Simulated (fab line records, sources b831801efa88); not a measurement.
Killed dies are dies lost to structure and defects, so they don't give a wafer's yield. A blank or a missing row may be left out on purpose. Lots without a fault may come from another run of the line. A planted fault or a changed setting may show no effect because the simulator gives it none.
One fault seen from 2 desks | flow sky130 | each desk has only its own numbers; what lay behind them comes last

THE TOOL OWNER'S DESK: rie_diel-01
The tool's own readings at SKY_SONOS_ONO_ETCH_15 (etches the open film in CHF3/O2, target depth 19.52 nm, time 7.8 s): means of the sampled wafers that have a number, for each lot that ran on this tool. A lot is out of limits, marked OUT, if its mean lies more than 4 standard deviations from the usual mean; the brackets give that distance.
Columns: A = drypump_motor_current_A at SKY_SONOS_ONO_ETCH_15, usual 5.7 A; B = oes_product_au at SKY_SONOS_ONO_ETCH_15, usual 0.998 a.u.; C = throttle_valve_pct at SKY_SONOS_ONO_ETCH_15, usual 8.825 %
lot  | first seen here | A   | B     | C
L334 | day 13 19:52    | 5.8 | 0.996 | 8.831
L338 | day 15 05:29    | 5.7 | 0.995 | 8.824
L340 | day 15 18:08    | 5.7 | 0.989 | 8.843
L341 | day 16 05:36    | 5.5 | 0.989 | 8.835
This desk's finding: nothing out of limits on any of the 4 lots.

THE METROLOGY DESK
What the gauges read, lot by lot, whatever tool the lot ran on: means of the sampled wafers that have a number. A lot is out of limits, marked OUT, if its mean lies more than 4 standard deviations from the usual mean; the brackets give that distance.
Columns: A = DNWELL_TW at SKY_DNWELL_TW_MEAS_09, usual 1107
lot  | first seen here | A
L331 | day 3 03:43     | 1092
L332 | day 3 10:02     | 1109
L334 | day 3 21:42     | 1101
L338 | day 4 20:02     | 1102
L340 | day 5 04:47     | 1096
L341 | day 5 10:35     | 1116
L346 | day 6 15:56     | 1099
L347 | day 6 22:03     | 1108
L350 | day 7 10:13     | 1101
L352 | day 8 04:50     | 1093
L353 | day 8 12:05     | 1115
This desk's finding: nothing out of limits on any of the 11 lots.

PUT TOGETHER
The tool owner's desk saw nothing out of limits.
The metrology desk saw nothing out of limits.

WHAT THE SIMULATOR HAD PUT IN
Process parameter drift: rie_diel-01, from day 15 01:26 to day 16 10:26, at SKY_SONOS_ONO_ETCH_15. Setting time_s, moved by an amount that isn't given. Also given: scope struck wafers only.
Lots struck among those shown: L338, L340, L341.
